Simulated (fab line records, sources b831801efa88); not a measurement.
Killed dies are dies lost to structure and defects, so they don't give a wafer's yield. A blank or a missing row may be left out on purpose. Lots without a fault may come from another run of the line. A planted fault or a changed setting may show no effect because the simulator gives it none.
fab line records | flow gf180mcu
record lots=7 wafers=21 last_day=34
route steps=602 shown HV_LDD@218
lots that met no fault: from a run of the same line without faults
start_h: hours from the record's first day to the start of the lot's first wafer shown | wait_h: hours since the lot's step before | " the same as in the row above | L1.1+2: a row that stands for several wafers | - no value, or no start given | * or withheld: withheld | < > ~ a bound
route shown NAME@n: a module of which the file shows steps, and the number in the route of the first | usual: mean/standard deviation of fault-free wafers | same: alike in all rows | chamber/n: place in a boat | sites: the reading at each site | _std_site: their standard deviation | _edge_site: outer sites' mean less inner sites' | radius_mm: how far each site lies from the wafer's centre | mask NAME#n: copy n | behind: the tool/chamber that last shaped the wafer | hold: why the lot was held/for how many hours/how that ended | device: the transistor (n, p or np) that didn't switch | end of line: the same wafers' tests at the end of the route | a step without rows: its recipe alone | killed: dies lost to structure and defects at the first sort, not the wafer's yield | map: a wafer's dies, x killed, . not, _ none there
set.NAME: the setting as run; set.NAME@STEP: as run at that earlier step | model.NAME: the simulator's own value behind a step, which no gauge read
lots at some steps of the route; a table a step, a row a wafer
services: from which hour (start_h, from the record's first day; less than 0 if before it) a tool's chamber was out of use, for how many hours, and why
## steps
# step GF_HV_LDD_SOFTBAKE_42
# recipe temp_c=90 time_s=60 resist=NOVOLAK
# step GF_HV_LDD_EXPOSE_43
# recipe mask_id=Pplus_HV_AREA target_cd_nm=400 na=0.6 source_shape=conventional sigma_outer=0.6 dose_mj=140
# step GF_HV_LDD_PEB_44
# recipe temp_c=withheld time_s=* resist=NOVOLAK
# step GF_HV_LDD_DEVELOP_45
# recipe develop_time_s=60 dev_temp_c=23
# step GF_HV_LDD_CD_MEAS_46
# recipe target_cd_nm=400
# usual cd_nm=399.4/2.5
# columns lot.wafer tool chamber start_h wait_h cd_nm
L287.1 cd_sem-02 - 338.01 0.1 405.7
L287.2 " - " " 403.5
L287.3 " - " " 404.8
L288.4 cd_sem-01 - 351.52 0.1 395.9
L288.5 " - " " 397.2
L288.6 " - " " 397.5
L289.1 cd_sem-01 - 359.97 0.1 400.6
L289.2 " - " " 400.7
L289.5 " - " " 401.0
L292.1 cd_sem-01 - 387.12 0.1 402.3
L292.3 " - " " 400.8
L292.5 " - " " 399.2
L294.2 cd_sem-01 - 397.90 0.1 397.2
L294.3 " - " " 397.3
L294.4 " - " " 396.0
L297.2 cd_sem-01 - 427.60 0.1 399.8
L297.4 " - " " 399.5
L297.5 " - " " 399.5
L301.1 cd_sem-01 - 458.65 0.2 400.9
L301.2 " - " " 400.2
L301.6 " - " " 397.5
# step GF_HV_LDD_OVL_MEAS_47
# usual HV_LDD_03_OVL=-0.4/1.5
# columns lot.wafer tool chamber start_h wait_h HV_LDD_03_OVL[nm]
L287.1 overlay-01 - 338.13 0.1 -1.0
L287.2 " - " " -0.1
L287.3 " - " " -2.0
L288.4 overlay-01 - 351.60 0.1 -1.5
L288.5 " - " " -2.7
L288.6 " - " " -0.1
L289.1 overlay-01 - 360.09 0.1 0.8
L289.2 " - " " -0.8
L289.5 " - " " 1.7
L292.1 overlay-01 - 387.24 0.1 1.6
L292.3 " - " " 1.7
L292.5 " - " " 1.9
L294.2 overlay-02 - 398.01 0.1 -0.3
L294.3 " - " " -0.6
L294.4 " - " " -1.6
L297.2 overlay-01 - 427.71 0.1 -1.7
L297.4 " - " " -2.2
L297.5 " - " " -1.5
L301.1 overlay-01 - 458.77 0.1 1.0
L301.2 " - " " -0.4
L301.6 " - " " -0.1
# step GF_HV_LDD_IMPLANT_48
# recipe species=B energy_kev=25 dose_cm2=2.938e+13 tilt_deg=7
# step GF_HV_LDD_STRIP_49
# recipe chemistry=O2/N2 power_w=1400 pressure_mtorr=1500 platen_temp_c=250 o2_flow_sccm=3000 n2_flow_sccm=300 overash_fraction=0.5
# usual drypump_motor_current_A=5.5/0.64 heater_power_w=341/30 oes_product_au=0.716/0.0044 strip_time_to_endpoint_s=12.63/0.041
# columns lot.wafer tool chamber start_h wait_h drypump_motor_current_A heater_power_w oes_product_au rf_hours_counter_h strip_time_to_endpoint_s
L287.1 plasma_asher-02 1 338.32 0.1 4.7 365 0.713 71 12.57
L287.2 " 0 " " 6.0 381 0.716 71 12.58
L287.3 " 0 " " 6.0 386 0.711 - 12.62
L288.4 plasma_asher-01 1 351.80 0.1 5.1 332 0.716 - 12.74
L288.5 " 0 " " 6.4 330 0.719 - 12.66
L288.6 " 1 " " 5.2 334 0.711 - 12.71
L289.1 plasma_asher-02 1 360.28 0.1 4.7 365 0.712 74 12.67
L289.2 " 0 " " 6.0 378 0.726 74 12.66
L289.5 " 1 " " 4.7 365 0.715 - 12.74
L292.1 plasma_asher-04 1 387.43 0.1 4.9 328 0.716 62 12.65
L292.3 " 0 " " 5.8 274 0.712 - 12.71
L292.5 " 0 " " 5.8 278 0.716 - 12.66
L294.2 plasma_asher-01 0 398.19 0.1 6.4 331 0.723 27 12.64
L294.3 " 1 " " 5.2 328 0.720 - 12.65
L294.4 " 0 " " 6.4 331 0.707 - 12.62
L297.2 plasma_asher-01 1 427.89 0.1 5.1 333 0.718 30 12.57
L297.4 " 0 " " 6.4 329 0.717 - 12.60
L297.5 " 0 " " 6.4 339 0.715 - 12.59
L301.1 plasma_asher-02 1 458.96 0.1 4.7 381 0.716 3 12.62
L301.2 " 0 " " 6.0 351 0.709 3 12.67
L301.6 " 0 " " 6.0 359 0.722 - 12.66
# step GF_HV_LDD_TW_MEAS_50
# usual HV_LDD_4_TW=565/4.9
# columns lot.wafer tool chamber start_h wait_h HV_LDD_4_TW
L287.1 film_metro-04 - 338.42 0.1 567
L287.2 " - " " 568
L287.3 " - " " 569
L288.4 film_metro-04 - 351.90 0.1 569
L288.5 " - " " 570
L288.6 " - " " 568
L289.1 film_metro-01 - 360.38 0.1 562
L289.2 " - " " 568
L289.5 " - " " 566
L292.1 film_metro-01 - 387.53 0.1 563
L292.3 " - " " 562
L292.5 " - " " 563
L294.2 film_metro-03 - 398.30 0.1 562
L294.3 " - " " 558
L294.4 " - " " 560
L297.2 film_metro-03 - 428.00 0.1 562
L297.4 " - " " 562
L297.5 " - " " 561
L301.1 film_metro-04 - 459.06 0.1 571
L301.2 " - " " 571
L301.6 " - " " 571
# step GF_HV_LDD_CLEAN_51
# recipe chemistry=SC1/SC2 mix=1:4:20 temp_c=70 time_s=150 dry=n2_spin
# step GF_HV_LDD_RTA_52
# recipe temp_c=1000 time_s=10 ambient=N2
# usual lamp_power_pct=34/3.1 wafer_temp_C_max=1006.1/2
# columns lot.wafer tool chamber start_h wait_h lamp_power_pct wafer_temp_C_max
L287.1 rtp_anneal-02 0 338.53 0.0 32 1005.4
L287.2 " 0 " " 32 1004.4
L287.3 " 0 " " 32 1003.3
L288.4 rtp_anneal-01 0 352.01 0.0 38 1007.6
L288.5 " 0 " " 38 1011.0
L288.6 " 0 " " 38 1008.9
L289.1 rtp_anneal-02 0 360.52 0.0 32 1003.2
L289.2 " 0 " " 32 1005.6
L289.5 " 0 " " 32 1003.6
L292.1 rtp_anneal-01 0 387.64 0.0 38 1008.3
L292.3 " 0 " " 38 1007.2
L292.5 " 0 " " 38 1008.7
L294.2 rtp_anneal-02 0 398.41 0.0 32 1004.8
L294.3 " 0 " " 32 1006.3
L294.4 " 0 " " 32 1005.4
L297.2 rtp_anneal-01 0 428.11 0.0 38 1007.8
L297.4 " 0 " " 38 1009.4
L297.5 " 0 " " 38 1008.1
L301.1 rtp_anneal-01 0 459.17 0.0 38 1007.4
L301.2 " 0 " " 38 1007.0
L301.6 " 0 " " 38 1007.7
# step GF_HV_LDD_RS_MEAS_53
# recipe thk_meas_gauge=four-point-probe
# usual HV_LDD_RS=418.5/1
# columns lot.wafer tool chamber start_h wait_h HV_LDD_RS[ohm/sq]
L287.1 film_metro-04 - 338.60 0.1 419.6
L287.2 " - " " 418.2
L287.3 " - " " 418.2
L288.4 film_metro-01 - 352.11 0.1 420.7
L288.5 " - " " 420.3
L288.6 " - " " 420.7
L289.1 film_metro-04 - 360.59 0.1 417.9
L289.2 " - " " 417.8
L289.5 " - " " 418.1
L292.1 film_metro-01 - 387.70 0.1 417.5
L292.3 " - " " 418.1
L292.5 " - " " 417.2
L294.2 film_metro-03 - 398.48 0.1 417.9
L294.3 " - " " 417.8
L294.4 " - " " 417.6
L297.2 film_metro-01 - 428.18 0.1 418.6
L297.4 " - " " 419.3
L297.5 " - " " 419.7
L301.1 film_metro-03 - 459.24 0.1 418.2
L301.2 " - " " 418.6
L301.6 " - " " 418.6
# step GF_HV_LDD_CVD_54
# recipe material=SiO2 target_thk_nm=10 precursor=TEOS temp_c=680 time_s=75 pressure_mtorr=400
# usual pressure_mtorr=399.9/0.74 spike_tc_bottom_C=699.2/0.99
# columns lot.wafer tool chamber start_h wait_h pressure_mtorr spike_tc_bottom_C
L287.1 lpcvd-01 0 338.72 0.1 - -
L287.2 " 0 " " - -
L287.3 " 0 " " - -
L288.4 lpcvd-02 0 352.17 0.0 - -
L288.5 " 0 " " - -
L288.6 " 0 " " - -
L289.1 lpcvd-02 0 360.71 0.1 - -
L289.2 " 0 " " - -
L289.5 " 0 " " - -
L292.1 lpcvd-02 1 387.82 0.1 400.5 699.0
L292.3 " 1 " " 401.4 699.9
L292.5 " 1 " " 399.4 699.9
L294.2 lpcvd-02 1 398.58 0.1 400.4 698.1
L294.3 " 1 " " 399.7 698.7
L294.4 " 1 " " 400.4 700.8
L297.2 lpcvd-02 0 428.28 0.1 398.5 698.0
L297.4 " 0 " " 400.0 700.0
L297.5 " 0 " " 399.4 698.0
L301.1 lpcvd-02 1 459.36 0.1 399.8 699.7
L301.2 " 1 " " 400.3 698.2
L301.6 " 1 " " 399.7 697.3
# step GF_HV_LDD_CVD_56
# recipe material=Si3N4 precursor=DCS/NH3 target_thk_nm=90 temp_c=770 time_s=1543 pressure_mtorr=250
## services
# columns tool chamber start_h hours kind
lpcvd-02 - 331.08 2.0 repair
plasma_asher-01 - 343.06 2.8 pm
plasma_asher-01 - 353.56 8.5 repair
plasma_asher-04 - 354.21 15.6 pm
rtp_anneal-02 - 401.05 1.0 pm
plasma_asher-02 - 421.28 9.0 pm
plasma_asher-02 0 421.28 9.0 vent_cycle
plasma_asher-02 1 421.28 9.0 vent_cycle
plasma_asher-02 0 430.28 - clean
plasma_asher-02 1 430.28 - clean
plasma_asher-04 - 433.27 3.8 repair
plasma_asher-04 - 447.26 1.8 repair
lpcvd-01 - 450.63 6.0 pm
## key
first_sign step=GF_HV_LDD_CVD_54 reading=tool_record direction=missing
effect none on later readings
met_at GF_HV_LDD_CVD_54
struck_wafers L287.1,L287.2,L287.3,L288.4,L288.5,L288.6,L289.1,L289.2,L289.5
later_rows_left_out L287.1,L287.2,L287.3,L288.4,L288.5,L288.6,L289.1,L289.2,L289.5
sort_left_out L287.1,L287.2,L287.3,L288.4,L288.5,L288.6,L289.1,L289.2,L289.5
tester_left_out L287,L288,L289
fault kind=skipped_step_whole tool=lpcvd-01,lpcvd-02 chamber=- onset_h=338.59 steps=GF_HV_LDD_CVD_54 scope=struck_lots_only
# tester_left_out: of these lots the tester's yield and bins aren't shown, on N5 and GAA mostly nor the transistor test; their killed dies are dies lost to structure and defects alone, not to doping, threshold or leakage, so they don't give the yield
# sort_left_out: the simulated sort isn't trusted on such a fault, so these wafers' sort isn't shown, and their yield isn't known
# later_rows_left_out: the simulator's readings of these wafers behind a module that went badly wrong aren't trusted and aren't shown, but for the sort
